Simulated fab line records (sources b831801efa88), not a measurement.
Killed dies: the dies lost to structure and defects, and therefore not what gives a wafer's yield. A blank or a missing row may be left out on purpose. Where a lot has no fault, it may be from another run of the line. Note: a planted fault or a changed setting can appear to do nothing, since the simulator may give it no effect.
Shared-tool check	flow sky130	13 lots, 39 wafers sampled

== WHAT PROMPTED THE OPENING ==
At SKY_LDD_HVN_TW_MEAS_10 the reading LDD_HVN_TW is flagged on 2 of 13 lots. Fault-free wafers read 1437, with a standard deviation of 8.7.
Rule: flag the lot when none of its wafers has a number, or when each of its wafers that has one lies beyond 4 standard deviations from that mean. As for the other lots, they are considered sound.

lot	measured	on	LDD_HVN_TW, wafer by wafer	flag
L188	day 20 04:28	film_metro-01	1434 1431 1423	
L189	day 21 00:49	film_metro-02	1431 1431 1429	
L193	day 22 04:49	film_metro-01	1434 1440 1447	
L194	day 23 00:10	film_metro-01	1428 1432 1434	
L195	day 23 12:23	film_metro-04	1522 1517 1522	FLAGGED
L196	day 23 13:20	film_metro-01	1501 1500 1499	FLAGGED
L197	day 24 06:46	film_metro-01	1437 1425 1437	
L203	day 27 04:19	film_metro-01	1435 1432 1436	
L204	day 27 06:04	film_metro-01	1430 1439 1425	
L205	day 27 22:58	film_metro-01	1435 1435 1429	
L206	day 28 03:49	film_metro-01	1435 1440 1437	
L210	day 28 17:40	film_metro-04	1456 1443 1451	
L209	day 28 19:57	film_metro-04	1456 1439 1443	
The numbers of the flagged lots are 1510 on average: +73 against the usual, or +8 standard deviations.

== TOOL THAT RAN EACH LOT ==
Before the reading, the record contains 2 process steps out of a 708-step route. In each cell: the tool, then ch and the chambers that the sampled wafers went through, then the start.
lot	flag	SKY_POLY_GATE_ETCH_16	SKY_LDD_HVN_IMPLANT_08
L188		rie_diel-04 ch 0,1,3, day 16 05:17	implanter-03 ch 0, day 20 04:13
L189		rie_diel-03 ch 1,2, day 17 02:20	implanter-04 ch 0, day 21 00:34
L193		rie_diel-02 ch 0,1,3, day 18 04:43	implanter-04 ch 0, day 22 04:34
L194		rie_diel-02 ch 1,2, day 18 22:59	implanter-03 ch 0, day 22 23:56
L195	FLAGGED	rie_diel-03 ch 0,2, day 19 11:13	implanter-04 ch 0, day 23 12:10
L196	FLAGGED	rie_diel-02 ch 1,2, day 19 12:10	implanter-04 ch 0, day 23 13:05
L197		rie_diel-03 ch 0,1,3, day 20 01:55	implanter-02 ch 0, day 24 06:32
L203		rie_diel-02 ch 1,2,3, day 23 07:41	implanter-04 ch 0, day 27 04:04
L204		rie_diel-03 ch 0,2,3, day 23 08:37	implanter-04 ch 0, day 27 05:50
L205		rie_diel-03 ch 1,3, day 24 01:26	implanter-03 ch 0, day 27 22:43
L206		rie_diel-02 ch 0,2, day 24 06:34	implanter-04 ch 0, day 28 03:34
L210		rie_diel-03 ch 2,3, day 24 21:56	implanter-04 ch 0, day 28 17:25
L209		rie_diel-04 ch 1,2,3, day 25 00:07	implanter-02 ch 0, day 28 19:44
These steps, and what they do:
- SKY_POLY_GATE_ETCH_16: etches Si3N4 in CH3F/O2, stops on poly-Si, time 147.5 s, target depth 75 nm.
- SKY_LDD_HVN_IMPLANT_08
- SKY_LDD_HVN_TW_MEAS_10

== FLAGGED AGAINST TOTAL, ONE TOOL AT A TIME (gauges that did the reading follow at the end) ==
step	tool	lots run	flagged	share of the flagged lots	sound lots run after its first flagged lot
SKY_POLY_GATE_ETCH_16	rie_diel-02	5	1	some	2 (L203,L206)
SKY_POLY_GATE_ETCH_16	rie_diel-03	6	1	some	4 (L197,L204,L205,L210)
SKY_POLY_GATE_ETCH_16	rie_diel-04	2	0	none	-
SKY_LDD_HVN_IMPLANT_08	implanter-02	2	0	none	-
SKY_LDD_HVN_IMPLANT_08	implanter-03	3	0	none	-
SKY_LDD_HVN_IMPLANT_08	implanter-04	8	2	all	4 (L203,L204,L206,L210)
SKY_LDD_HVN_TW_MEAS_10	film_metro-01	9	1	some	5 (L197,L203,L204,L205,L206)
SKY_LDD_HVN_TW_MEAS_10	film_metro-02	1	0	none	-
SKY_LDD_HVN_TW_MEAS_10	film_metro-04	3	1	some	2 (L210,L209)

== THE TABLE: WHAT IT ALLOWS ==
1 row of the table ran every flagged lot: implanter-04 at SKY_LDD_HVN_IMPLANT_08.
- implanter-04 at SKY_LDD_HVN_IMPLANT_08 ran 8 lots, 2 of them flagged. Sound lots ran on it after the first flagged one (L203, L204, L206, L210), which a lasting fault on the whole tool wouldn't allow. Its own readings lie more than 4 standard deviations out on every wafer of the flagged lots: beam_energy_keV.
There is no row in the table that ran each flagged lot and no sound lot after the first.

== WHAT THE SIMULATOR HAD PUT IN ==
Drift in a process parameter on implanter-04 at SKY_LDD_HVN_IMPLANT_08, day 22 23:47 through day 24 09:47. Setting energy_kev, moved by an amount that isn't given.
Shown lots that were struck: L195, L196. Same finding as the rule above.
